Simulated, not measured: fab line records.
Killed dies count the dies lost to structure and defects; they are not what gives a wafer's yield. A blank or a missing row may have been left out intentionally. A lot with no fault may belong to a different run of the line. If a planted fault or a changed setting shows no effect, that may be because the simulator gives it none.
Which tool is to blame? :: flow sky130 :: 15 lots, 45 wafers sampled, at 2 steps of a route of 708

== WHAT THE GAUGES SHOWED, per wafer ==
SKY_VT_ADJUST_HVTR_OVL_MEAS_08. Usual: for VT_ADJUST_HVTR_OVL the level is -0.5 nm and the standard deviation is 1.4.
lot: L188
measured: day 9 17:07
on: overlay-02
VT_ADJUST_HVTR_OVL (nm): 2.1 -1.0 1.1
flag: 

lot: L193
measured: day 11 01:53
on: overlay-01
VT_ADJUST_HVTR_OVL (nm): -1.5 0.4 0.9
flag: 

lot: L194
measured: day 11 14:26
on: overlay-01
VT_ADJUST_HVTR_OVL (nm): -2.8 -1.9 -2.6
flag: 

lot: L195
measured: day 11 20:17
on: overlay-01
VT_ADJUST_HVTR_OVL (nm): -1.2 -1.0 -0.3
flag: 

lot: L196
measured: day 11 21:01
on: overlay-01
VT_ADJUST_HVTR_OVL (nm): -0.2 -3.6 -3.5
flag: 

lot: L197
measured: day 12 02:19
on: overlay-01
VT_ADJUST_HVTR_OVL (nm): -1.4 -0.2 -1.1
flag: 

lot: L198
measured: day 12 17:25
on: overlay-02
VT_ADJUST_HVTR_OVL (nm): 0.6 -0.2 -2.7
flag: 

lot: L199
measured: day 12 20:37
on: overlay-02
VT_ADJUST_HVTR_OVL (nm): -3.0 -2.1 0.1
flag: 

lot: L200
measured: day 13 01:20
on: overlay-02
VT_ADJUST_HVTR_OVL (nm): 48.0 46.1 46.6
flag: OFF

lot: L201
measured: day 13 04:23
on: overlay-02
VT_ADJUST_HVTR_OVL (nm): -2.7 1.5 -0.1
flag: 

lot: L202
measured: day 13 20:57
on: overlay-02
VT_ADJUST_HVTR_OVL (nm): 46.8 45.4 46.7
flag: OFF

lot: L203
measured: day 14 07:28
on: overlay-02
VT_ADJUST_HVTR_OVL (nm): -1.0 -2.8 1.1
flag: 

lot: L207
measured: day 15 02:07
on: overlay-01
VT_ADJUST_HVTR_OVL (nm): 45.5 46.6 48.0
flag: OFF

lot: L210
measured: day 16 01:10
on: overlay-02
VT_ADJUST_HVTR_OVL (nm): 0.9 -1.0 -1.5
flag: 

lot: L211
measured: day 16 12:10
on: overlay-02
VT_ADJUST_HVTR_OVL (nm): -2.1 -1.3 -2.3
flag: 

== TOOL THAT RAN EACH LOT (tool first, then ch and the chambers of the sampled wafers, then the start) ==
lot: L188
SKY_VT_ADJUST_HVTR_EXPOSE_04: iline_stepper-02 ch 0, day 9 06:53

lot: L193
SKY_VT_ADJUST_HVTR_EXPOSE_04: iline_stepper-01 ch 0, day 10 14:49

lot: L194
SKY_VT_ADJUST_HVTR_EXPOSE_04: iline_stepper-02 ch 0, day 11 03:07

lot: L195
SKY_VT_ADJUST_HVTR_EXPOSE_04: iline_stepper-02 ch 0, day 11 09:01

lot: L196
SKY_VT_ADJUST_HVTR_EXPOSE_04: iline_stepper-01 ch 0, day 11 09:45

lot: L197
SKY_VT_ADJUST_HVTR_EXPOSE_04: iline_stepper-01 ch 0, day 11 14:50

lot: L198
SKY_VT_ADJUST_HVTR_EXPOSE_04: iline_stepper-01 ch 0, day 12 05:34

lot: L199
SKY_VT_ADJUST_HVTR_EXPOSE_04: iline_stepper-01 ch 0, day 12 08:44

lot: L200
SKY_VT_ADJUST_HVTR_EXPOSE_04: iline_stepper-01 ch 0, day 12 13:26

lot: L201
SKY_VT_ADJUST_HVTR_EXPOSE_04: iline_stepper-02 ch 0, day 12 16:34

lot: L202
SKY_VT_ADJUST_HVTR_EXPOSE_04: iline_stepper-01 ch 0, day 13 08:13

lot: L203
SKY_VT_ADJUST_HVTR_EXPOSE_04: iline_stepper-02 ch 0, day 13 18:31

lot: L207
SKY_VT_ADJUST_HVTR_EXPOSE_04: iline_stepper-01 ch 0, day 14 13:26

lot: L210
SKY_VT_ADJUST_HVTR_EXPOSE_04: iline_stepper-02 ch 0, day 15 11:43

lot: L211
SKY_VT_ADJUST_HVTR_EXPOSE_04: iline_stepper-02 ch 0, day 15 22:07
- SKY_VT_ADJUST_HVTR_EXPOSE_04: exposes mask HVTRM, target cd 380 nm.

== WHAT THE TOOLS THEMSELVES READ (means of the sampled wafers that have a number; where no wafer has one, the mark that the record gives instead) ==
The record holds no such reading with a usual standard deviation.

== THE ANSWER, worked out from the rows above alone ==
Rule: a lot is off if the mean of its wafers that have a number lies more than 3 standard deviations from the usual mean. Also off: a lot with no number at a reading for which 4 or more lots have one. The other lots that the step has rows for count as sound. The gauges are gone through in route order, then the tools' own readings, and for those a lot's mean is taken as printed above. At the first step where some lot is off, the reading lying furthest off is the one used; lots without a number count as furthest.
Off: at SKY_VT_ADJUST_HVTR_OVL_MEAS_08 (VT_ADJUST_HVTR_OVL), L200, L202, L207.
If a tool, at a process step before that reading, ran all the lots that are off and no sound lot after the first of them, it fits. Gauges at SKY_VT_ADJUST_HVTR_OVL_MEAS_08: tried the same way as those tools. One fits: SKY_VT_ADJUST_HVTR_EXPOSE_04 on iline_stepper-01. A fault onset in the window from L199 (day 12 08:44, its last sound lot) to L200 (day 12 13:26, its first lot off) fits.

== WHAT THE SIMULATOR HAD PUT IN ==
Scanner matching overlay: iline_stepper-01, from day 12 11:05 on, at SKY_VT_ADJUST_HVTR_EXPOSE_04. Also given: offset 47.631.
Shown lots that were struck: L200, L202, L207. The rule above reached the same finding.
